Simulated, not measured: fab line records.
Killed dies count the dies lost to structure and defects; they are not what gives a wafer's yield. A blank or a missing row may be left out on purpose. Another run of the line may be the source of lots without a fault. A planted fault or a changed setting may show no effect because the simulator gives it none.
Which tool did it?    flow gf180mcu    12 lots, 36 wafers sampled, at 4 steps of a route of 602

## WHAT THE GAUGES SHOWED, per wafer
GF_VT_IMPLANT_OVL_MEAS_29. Usual: VT_IMPLANT_02_OVL gives 0.2 nm (standard deviation 1.2).
lot   measured      on          VT_IMPLANT_02_OVL (nm)  flag
L332  day 6 23:42   overlay-01  0.2 1.8 2.2             
L333  day 7 03:56   overlay-01  -1.0 -0.1 0.3           
L335  day 7 19:29   overlay-01  1.2 -0.5 -1.0           
L339  day 8 19:23   overlay-02  0.3 3.1 0.1             
L342  day 9 13:51   overlay-01  0.1 0.2 -0.7            
L343  day 9 22:27   overlay-01  0.3 -1.4 -0.7           
L346  day 10 15:53  overlay-02  -1.1 -0.2 1.1           
L348  day 11 03:38  overlay-01  0.6 2.2 -0.4            
L351  day 12 02:08  overlay-02  0.0 -1.1 -1.4           
L352  day 12 09:01  overlay-02  1.7 0.2 1.3             
L354  day 13 03:08  overlay-02  0.2 0.8 0.9             
L355  day 13 09:05  overlay-02  -0.8 2.0 0.8            

GF_VT_IMPLANT_TW_MEAS_32. Usual: VT_IMPLANT_3_TW gives 269.4 (standard deviation 1).
lot   measured      on             VT_IMPLANT_3_TW    flag
L332  day 6 23:59   film_metro-02  269.5 268.1 268.8  
L333  day 7 04:13   film_metro-04  269.5 268.7 269.8  
L335  day 7 19:46   film_metro-04  269.4 270.5 269.8  
L339  day 8 19:40   film_metro-02  270.8 268.8 270.2  
L342  day 9 14:17   film_metro-04  270.0 270.8 269.1  
L343  day 9 22:45   film_metro-01  270.3 269.5 270.5  
L346  day 10 16:10  film_metro-02  270.7 269.8 268.9  
L348  day 11 03:56  film_metro-02  267.6 269.5 269.2  
L351  day 12 02:26  film_metro-01  271.3 269.7 270.6  
L352  day 12 09:19  film_metro-02  267.9 268.5 267.5  
L354  day 13 03:25  film_metro-02  269.2 267.7 268.5  
L355  day 13 09:23  film_metro-02  268.6 269.0 267.1  

## TOOL THAT RAN EACH LOT (tool first, then ch and the chambers of the sampled wafers, then the start)
lot   GF_MVPSD_COAT_02                   GF_MVPSD_STRIP_10
L332  litho_track-01 ch 0, day 4 20:56   plasma_asher-04 ch 0,1, day 5 04:38
L333  litho_track-04 ch 0, day 5 00:07   plasma_asher-02 ch 0,1, day 5 07:29
L335  litho_track-01 ch 0, day 5 13:38   plasma_asher-03 ch 0,1, day 5 21:41
L339  litho_track-02 ch 0, day 6 10:14   plasma_asher-02 ch 0,1, day 6 18:49
L342  litho_track-04 ch 0, day 7 05:28   plasma_asher-03 ch 0,1, day 7 13:32
L343  litho_track-02 ch 0, day 7 11:13   plasma_asher-03 ch 0,1, day 7 20:18
L346  litho_track-01 ch 0, day 8 03:05   plasma_asher-02 ch 0,1, day 8 12:22
L348  litho_track-04 ch 0, day 8 14:47   plasma_asher-04 ch 0,1, day 8 23:07
L351  litho_track-01 ch 0, day 9 09:12   plasma_asher-02 ch 0,1, day 9 18:28
L352  litho_track-01 ch 0, day 9 14:32   plasma_asher-02 ch 0,1, day 10 00:07
L354  litho_track-04 ch 0, day 10 06:37  plasma_asher-04 ch 0,1, day 10 16:40
L355  litho_track-04 ch 0, day 10 13:59  plasma_asher-04 ch 0,1, day 10 23:40
- GF_MVPSD_COAT_02: resist thk 3000 nm.
- GF_MVPSD_STRIP_10: strips in O2/N2.

## AS READ BY THE TOOLS THEMSELVES (means over the sampled wafers that have a number; for cases with no such wafer, the mark the record gives instead)
GF_MVPSD_STRIP_10. Usual: chamber_pressure_mTorr 1500.0 mTorr, standard deviation 1.4; drypump_motor_current_A 5.8 A, standard deviation 0.46; heater_power_w 317 W, standard deviation 24; oes_product_au 0.723 a.u., standard deviation 0.0042; strip_time_to_endpoint_s 37.00 s, standard deviation 0.097.
lot   tool             chamber_pressure_mTorr (mTorr)  drypump_motor_current_A (A)  heater_power_w (W)  oes_product_au (a.u.)  strip_time_to_endpoint_s (s)  flag
L332  plasma_asher-04  1500.0                          5.6                          334                 0.726                  36.80                         
L333  plasma_asher-02  1500.2                          6.3                          301                 0.725                  37.10                         
L335  plasma_asher-03  1499.0                          5.5                          310                 0.726                  36.92                         
L339  plasma_asher-02  1500.7                          6.3                          302                 0.718                  35.87                         OFF
L342  plasma_asher-03  1500.6                          5.9                          315                 0.723                  37.14                         
L343  plasma_asher-03  1498.5                          5.5                          309                 0.721                  35.95                         OFF
L346  plasma_asher-02  1500.8                          6.3                          288                 0.728                  37.11                         
L348  plasma_asher-04  1501.8                          5.6                          336                 0.718                  36.97                         
L351  plasma_asher-02  1500.0                          6.3                          287                 0.726                  36.99                         
L352  plasma_asher-02  1500.9                          6.3                          287                 0.722                  37.15                         
L354  plasma_asher-04  1500.7                          5.6                          343                 0.722                  36.97                         
L355  plasma_asher-04  1500.7                          5.6                          348                 0.722                  36.92                         

## THE ANSWER, worked out from the rows above alone
Rule: a lot is off if the mean of its wafers that have a number lies more than 3 standard deviations from the usual mean. Also off: a lot with no number at a reading for which 4 or more lots have one. All remaining lots with rows at the step are treated as sound. After the gauges, taken in route order, come the tools' own readings; for these a lot's mean is taken, as printed above. The first step at which some lot is off is used, and at that step the reading that is off furthest; a lot without a number counts as furthest.
Off, at GF_MVPSD_STRIP_10 on strip_time_to_endpoint_s: L339, L343.
A tool fits if, at that step or a process step before it, it ran every lot that is off, and no sound lot after the first of them. One fits: GF_MVPSD_COAT_02 on litho_track-02. It ran no sound lot before its first lot that is off in this sample, so the start can't be narrowed down.

## WHAT THE SIMULATOR PUT IN
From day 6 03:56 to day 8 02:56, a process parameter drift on litho_track-02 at GF_MVPSD_COAT_02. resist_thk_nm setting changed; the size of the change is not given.
Lots struck among those shown: L339, L343. Same finding as the rule above.
